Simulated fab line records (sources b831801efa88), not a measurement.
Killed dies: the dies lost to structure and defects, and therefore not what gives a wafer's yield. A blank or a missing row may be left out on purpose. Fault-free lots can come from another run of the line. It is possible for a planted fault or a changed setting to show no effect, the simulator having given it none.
fab line records | flow sky130 | part 2 of 2: steps 23 to 31 of 31
[record] lots = 5 wafers = 15 last_day = 50
route steps=708 shown METAL4@624 VIA4@639
lots that met no fault: taken from a fault-free run of the same line
start_h: hours from the record's opening day to when the first of the lot's shown wafers began | wait_h: hours since the lot's step before | " as in the row above | L1.1+2: a row that stands for several wafers | - no value, or no start given | * or withheld: withheld | < > ~ a bound
route shown NAME@n: a module of which the file shows steps, and the number in the route of the first | usual: mean/standard deviation of fault-free wafers | same: alike in all rows | chamber/n: place in a boat | sites: per-site readings | _std_site: standard deviation across them | _edge_site: the outer-site mean with the inner-site mean subtracted | radius_mm: for every site, how far away it sits from the centre of the wafer | mask NAME#n: copy n | behind: the tool/chamber that last shaped the wafer | hold: what put the lot on hold/how long, in hours/how the hold closed | device: the transistor (n, p or np) that didn't switch | end of line: at the end of the route, the tests of the same wafers | step lacking rows: just its recipe | killed: at the first sort, the dies lost to defects and structure; wafer yield is something else | map: the dies of a wafer, with x for killed, . for not killed, _ for no die there
set.NAME: the setting as run; set.NAME@STEP: as run at that earlier step | model.NAME: the simulator's own value behind a step, which no gauge read
lots seen at some steps along the route; tables by step, rows by wafer
services: when a tool's chamber went out of use (start_h, in hours from the record's first day, below 0 if earlier), for how many hours, and the reason
[[steps]]
[step SKY_VIA4_SOFTBAKE_07]
[recipe] temp_c = 90 time_s = 60 resist = NOVOLAK
[usual] chill_plate_temp_C = 23.00/0.11 exhaust_pa = 45.1/0.93 plate_temp_C = 90.00/0.14
[same] time_s = 60
// columns lot.wafer tool chamber start_h wait_h chill_plate_temp_C exhaust_pa plate_temp_C
L077.3 litho_track-01 0 1006.55 0.1 22.79 45.7 90.13
L077.4 " 0 " " 22.80 45.4 90.11
L077.6 " 0 " " 23.01 44.6 90.05
L080.1 litho_track-04 0 1043.35 0.1 23.19 44.2 90.12
L080.5 " 0 " " 23.13 45.2 90.08
L080.6 " 0 " " 23.14 44.6 90.01
L082.3 litho_track-01 0 1047.10 0.1 23.02 46.8 90.16
L082.5 " 0 " " 23.10 46.1 90.05
L082.6 " 0 " " 23.03 45.8 90.15
L091.1 litho_track-03 0 1106.86 0.1 23.09 44.6 89.94
L091.3 " 0 " " 23.12 44.4 89.99
L091.6 " 0 " " 23.11 43.8 89.86
L097.1 litho_track-04 0 1134.20 0.1 23.11 45.6 90.08
L097.3 " 0 " " 23.03 46.6 90.21
L097.4 " 0 " " 22.87 46.8 89.94
[step SKY_VIA4_EXPOSE_08]
[recipe] mask_id = VIM4 na = 0.6 source_shape = conventional sigma_outer = 0.6 polarization = unpolarized target_cd_nm = 800 dose_mj = 132
[usual] exposure_dose_mJ_cm2 = 131.99/0.13
// columns lot.wafer tool chamber start_h wait_h mask exposure_dose_mJ_cm2
L077.3 iline_stepper-02 0 - - VIM4#0 132.00
L077.4 " 0 " " VIM4#0 131.86
L077.6 " 0 " " VIM4#0 131.97
L080.1 iline_stepper-01 0 - - VIM4#0 132.01
L080.5 " 0 " " VIM4#0 132.11
L080.6 " 0 " " VIM4#0 132.03
L082.3 iline_stepper-02 0 - - VIM4#0 132.00
L082.5 " 0 " " VIM4#0 131.84
L082.6 " 0 " " VIM4#0 132.01
L091.1 iline_stepper-01 0 - - VIM4#0 132.01
L091.3 " 0 " " VIM4#0 132.12
L091.6 " 0 " " VIM4#0 132.02
L097.1 iline_stepper-01 0 - - VIM4#0 132.05
L097.3 " 0 " " VIM4#0 132.14
L097.4 " 0 " " VIM4#0 132.22
[step SKY_VIA4_PEB_09]
[recipe] temp_c = withheld time_s = * resist = NOVOLAK
[usual] chill_plate_temp_C = * exhaust_pa = 45.0/0.82
[same] time_s = *
// columns lot.wafer tool chamber start_h wait_h chill_plate_temp_C exhaust_pa
L077.3 litho_track-01 0 - - * 44.9
L077.4 " 0 " " * 43.9
L077.6 " 0 " " * 45.9
L080.1 litho_track-03 0 - - * 46.0
L080.5 " 0 " " * 45.9
L080.6 " 0 " " * 45.4
L082.3 litho_track-03 0 - - * 45.4
L082.5 " 0 " " * 44.7
L082.6 " 0 " " * 44.9
L091.1 litho_track-04 0 - - * 45.0
L091.3 " 0 " " * 44.3
L091.6 " 0 " " * 44.0
L097.1 litho_track-03 0 - - * 45.7
L097.3 " 0 " " * 46.2
L097.4 " 0 " " * 45.7
[step SKY_VIA4_DEVELOP_10]
[recipe] resist = NOVOLAK developer = TMAH develop_time_s = 60 dev_temp_c = 23
[usual] chill_plate_temp_C = 22.99/0.099 exhaust_pa = 44.9/0.84
// columns lot.wafer tool chamber start_h wait_h chill_plate_temp_C exhaust_pa
L077.3 litho_track-01 0 1017.40 0.1 23.08 45.6
L077.4 " 0 " " 22.87 45.3
L077.6 " 0 " " 23.13 45.2
L080.1 litho_track-03 0 1053.61 0.1 22.93 44.0
L080.5 " 0 " " 23.10 45.2
L080.6 " 0 " " 22.97 43.5
L082.3 litho_track-03 0 1057.61 0.1 22.91 44.2
L082.5 " 0 " " 23.09 44.4
L082.6 " 0 " " 23.13 45.0
L091.1 litho_track-04 0 1117.60 0.1 23.07 44.4
L091.3 " 0 " " 23.10 44.8
L091.6 " 0 " " 23.03 44.9
L097.1 litho_track-03 0 1143.61 0.1 23.08 45.5
L097.3 " 0 " " 22.99 46.6
L097.4 " 0 " " 23.06 46.6
[step SKY_VIA4_OVL_MEAS_11]
[usual] VIA4_OVL = 0.0/1.4
// columns lot.wafer tool chamber start_h wait_h VIA4_OVL[nm]
L077.3 overlay-02 - 1017.51 0.1 0.9
L077.4 " - " " -1.1
L077.6 " - " " 0.6
L080.1 overlay-02 - 1053.76 0.1 -1.5
L080.5 " - " " -1.5
L080.6 " - " " -1.8
L082.3 overlay-02 - 1057.72 0.1 1.9
L082.5 " - " " -0.2
L082.6 " - " " 0.4
L091.1 overlay-01 - 1117.75 0.1 2.3
L091.3 " - " " 1.5
L091.6 " - " " 2.1
L097.1 overlay-01 - 1143.76 0.1 -3.0
L097.3 " - " " -2.6
L097.4 " - " " -0.7
[step SKY_VIA4_ETCH_12]
[recipe] target = SiO2 chemistry = C4F8/O2/Ar stop_on = TiN mask_material = NOVOLAK source_w = 1500 bias_w = 1200 pressure_mtorr = 40 c4f8_flow_sccm = withheld O2_flow_sccm = 6 Ar_flow_sccm = 300 time_s = withheld target_depth_a = 5800
[usual] chamber_pressure_mTorr = 40.00/0.036 oes_product_au = 0.926/0.0048
// columns lot.wafer tool chamber start_h wait_h chamber_pressure_mTorr oes_product_au
L077.3 rie_diel-02 1 1017.54 0.0 40.04 0.926
L077.4 " 0 " " 40.03 0.930
L077.6 " 1 " " 39.98 0.932
L080.1 rie_diel-04 2 1053.80 0.0 39.94 0.918
L080.5 " 3 " " 39.95 0.923
L080.6 " 2 " " 39.96 0.926
L082.3 rie_diel-03 0 1057.75 0.0 39.97 0.933
L082.5 " 2 " " 40.02 0.929
L082.6 " 3 " " 40.09 0.930
L091.1 rie_diel-02 2 1117.79 0.0 40.03 0.920
L091.3 " 1 " " 40.00 0.939
L091.6 " 0 " " 40.01 0.929
L097.1 rie_diel-03 0 1143.80 0.0 40.02 0.931
L097.3 " 2 " " 40.04 0.925
L097.4 " 2 " " 40.04 0.921
[step SKY_VIA4_STRIP_13]
[recipe] chemistry = O2/N2 power_w = 1400 pressure_mtorr = 1500 platen_temp_c = withheld o2_flow_sccm = 3000 n2_flow_sccm = 300 overash_fraction = 0.5
[usual] chamber_pressure_mTorr = 1500.0/1.5 drypump_motor_current_A = 5.7/0.55 oes_product_au = 0.709/0.0041 strip_time_to_endpoint_s = 12.799/0.028
// columns lot.wafer tool chamber start_h wait_h chamber_pressure_mTorr drypump_motor_current_A oes_product_au rf_hours_counter_h strip_time_to_endpoint_s
L077.3 plasma_asher-01 0 1017.64 - 1498.8 5.8 0.710 - 12.818
L077.4 " 1 " " 1499.3 4.8 0.704 - 12.788
L077.6 " 1 " " 1500.5 4.8 0.708 - 12.826
L080.1 plasma_asher-01 0 1053.87 - 1501.0 5.8 0.705 88 12.808
L080.5 " 0 " " 1499.1 5.8 0.710 - 12.769
L080.6 " 1 " " 1499.1 4.8 0.711 - 12.778
L082.3 plasma_asher-01 0 1057.85 - 1497.7 5.7 0.715 - 12.752
L082.5 " 0 " " 1501.1 5.8 0.717 - 12.775
L082.6 " 1 " " 1499.4 4.8 0.710 - 12.765
L091.1 plasma_asher-02 0 1117.86 - 1501.3 6.4 0.713 5 12.793
L091.3 " 1 " " 1501.1 6.0 0.702 - 12.788
L091.6 " 1 " " 1498.3 6.0 0.705 - 12.786
L097.1 plasma_asher-01 0 1143.87 - 1499.0 5.8 0.701 97 12.836
L097.3 " 0 " " 1501.0 5.7 0.709 - 12.793
L097.4 " 1 " " 1497.1 4.8 0.705 - 12.800
[step SKY_VIA4_STRIP_14]
[recipe] chemistry = post_etch_residue_remover time_s = 1200 temp_c = 72.5
[same] time_s = 1200
// columns lot.wafer tool chamber start_h wait_h
L077.3+4+6 wet_bench-03 0 1017.71 0.0
L080.1+5+6 wet_bench-04 3 1053.97 0.1
L082.3+5+6 wet_bench-04 2 1057.92 0.0
L091.1+3+6 wet_bench-03 1 1117.96 0.1
L097.1+3+4 wet_bench-04 0 1144.05 0.1
[step SKY_VIA4_CLEAN_15]
[recipe] chemistry = IPA time_s = 180 temp_c = 25
[same] time_s = 180
// columns lot.wafer tool chamber start_h wait_h
L077.3+4+6 wet_bench-03 3 1018.05 0.0
L080.1+5+6 wet_bench-04 1 1054.34 0.0
L082.3+5+6 wet_bench-04 1 1058.26 0.0
L091.1+3+6 wet_bench-04 1 1118.36 0.1
L097.1+3+4 wet_bench-04 0 1144.39 0.0
[[services]]
// columns tool chamber start_h hours kind
rie_diel-01 1 971.52 6.7 repair
rie_diel-02 0 974.73 1.8 repair
rie_metal-02 - 986.59 0.6 repair
plasma_asher-01 - 997.53 1.6 repair
rie_diel-02 - 1006.52 0.5 repair
hdpcvd-02 0 1009.24 22.8 repair
hdpcvd-02 1 1011.92 1.8 repair
cmp-02 - 1015.25 3.9 pm
rie_metal-04 - 1015.47 2.8 pm
rie_diel-02 2 1017.87 5.9 repair
iline_stepper-01 - 1027.57 4.4 pm
hdpcvd-02 - 1046.45 1.7 repair
hdpcvd-02 - 1052.25 1.0 repair
krf_scanner-02 - 1055.85 1.0 pm
iline_stepper-01 - 1055.93 8.8 repair
rie_diel-01 - 1065.05 14.6 pm
iline_stepper-01 - 1067.00 2.1 pm
iline_stepper-01 - 1069.08 1.7 pm
krf_scanner-02 - 1069.71 1.3 pm
krf_scanner-02 - 1080.45 0.4 repair
hdpcvd-02 1 1105.80 6.5 repair
krf_scanner-02 - 1112.09 0.8 pm
cmp-02 - 1115.26 3.8 repair
rie_metal-02 1 1140.36 3.9 repair
